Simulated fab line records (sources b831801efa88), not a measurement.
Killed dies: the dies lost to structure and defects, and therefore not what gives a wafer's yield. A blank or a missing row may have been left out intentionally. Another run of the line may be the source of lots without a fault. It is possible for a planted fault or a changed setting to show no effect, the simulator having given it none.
Struck lot and sound lot, side by side -- flow gf180mcu -- 17 out of 602 route steps
Sound: the wafers L121.2, L121.5, L121.6. Wafers struck: L130.1, L130.2, L130.6. The cause is given at the end.
Per side, at each step with rows, come the tool, then ch with its chambers, and then its first start. Under that, the readings that differ: sound wafers -- struck wafers -- difference of the means -- sigmas: that difference in standard deviations of wafers without a fault.
alike: same words and numbers on both sides, and readings whose means sit less than 2 such deviations apart. not compared: any withheld reading, any reading some wafer has no value for, any bound like >300 that may hide the same value, and any number with overlapping values for which the record gives no deviation.
A row with sigmas, a row that says differs or no value, or rows on one side alone: a step with any of these is where the two part. Non-overlapping numbers with no deviation appear without sigmas and do not part them. Lack of a reading on every wafer of one side parts them only where that side has two or more wafers.

first, 3 steps without rows for these wafers: GF_V4_EXPOSE_11 (exposes mask Via4, target cd 260 nm); GF_V4_PEB_12 (peb time 90 s); GF_V4_DEVELOP_13 (develop time 60 s).
GF_V4_CD_MEAS_14: target cd 260 nm.
  sound: cd sem-02 at day 24 21:41; struck: cd sem-01 at day 27 15:37
  alike: cd nm
GF_V4_OVL_MEAS_15:
  sound: overlay-01 at day 24 21:47; struck: overlay-01 at day 27 15:44
  alike: V4_OVL
GF_V4_ETCH_16: etches BARC in N2/H2.
  sound on rie diel-01 ch 2,3, day 24 21:49; struck on rie diel-03 ch 0,1,3, day 27 15:46
  alike: drypump motor current A, oes product au, throttle valve pct
GF_V4_ETCH_17: etches SiO2 in C4F8/O2/Ar, stops on TiN, target depth 630 nm.
  sound on rie diel-01 ch 2,3; struck on rie diel-03 ch 0,1,3
  alike: oes product au
GF_V4_STRIP_18: strips in O2/N2.
  sound on plasma asher-01 ch 0,1, day 24 21:57; struck on plasma asher-02 ch 0,1, day 27 15:54
reading,sound,struck,difference,sigmas
heater power w (W),365 367 332,288 314 290,-57,-2
  alike: drypump motor current A, oes product au
  not compared: rf hours counter h
then, 3 steps without rows for these wafers: GF_V4_STRIP_19 (strips in post etch residue remover, time 1200 s); GF_V4_CLEAN_20 (cleans in DIW); GF_V4_SPUTTER_21 (material Ti, target thk 15 nm, time 80.02 s).
GF_V4_SPUTTER_22: material TiN, target thk 10 nm, time 40 s.
  sound: pvd sputter-01 at day 24 22:33; struck: pvd sputter-03 at day 27 16:32
  alike: throttle valve pct
GF_V4_CVD_23: deposits W, target thk 350 nm, time 104.9 s.
  sound on cvd w-02 ch 0,1, day 24 22:35; struck on cvd w-02 ch 0,1, day 27 16:34
reading,sound,struck,difference,sigmas
chamber pressure Torr (Torr),39.95 39.86 39.95,42.99 42.97 43.05,+3.08,+31
model.W_of_V4_CVD_23.thk nm (nm),355.8 355.5 351.7,365.2 363.6 358.8,+8.2,
  alike: heater power outer w, heater power w
  not compared: since wet clean h
GF_V4_RS_MEAS_24: measurement is done with a four-point probe.
  sound: film metro-01 at day 24 22:43; struck: film metro-01 at day 27 16:41
reading,sound,struck,difference,sigmas
V4_W_RS (ohm/sq),0.322 0.322 0.325,0.313 0.314 0.319,-0.008,-2
GF_V4_THK_MEAS_25: measures by xrf.
  sound: film metro-01 at day 24 22:50; struck: film metro-01 at day 27 16:48
  alike: V4_W_THK
GF_V4_CMP_26: polishes, stops on SiO2, t overpolish 15 s, target thk 0 nm.
  sound on cmp-01 ch 0,1, day 24 23:09; struck on cmp-02 ch 0,3, day 27 17:05
  alike: motor current A, overpolish run s, slurry flow ml min, time to endpoint s
-- the record jumps here: 4 days lie between the struck wafers' starts before and after (it left off in module V4 and takes up again in module PASSIVATION, whose first step shown is number 602 of the route) --
GF_PASSIVATION_PROBE_99:
  only the struck wafers here have rows in the record (prober-01, day 31 20:56); the sound ones have none

## WHERE THEY PART
Earliest at GF_V4_STRIP_18; latest, in this record, at GF_PASSIVATION_PROBE_99.

WHY: what had been put in by the simulator
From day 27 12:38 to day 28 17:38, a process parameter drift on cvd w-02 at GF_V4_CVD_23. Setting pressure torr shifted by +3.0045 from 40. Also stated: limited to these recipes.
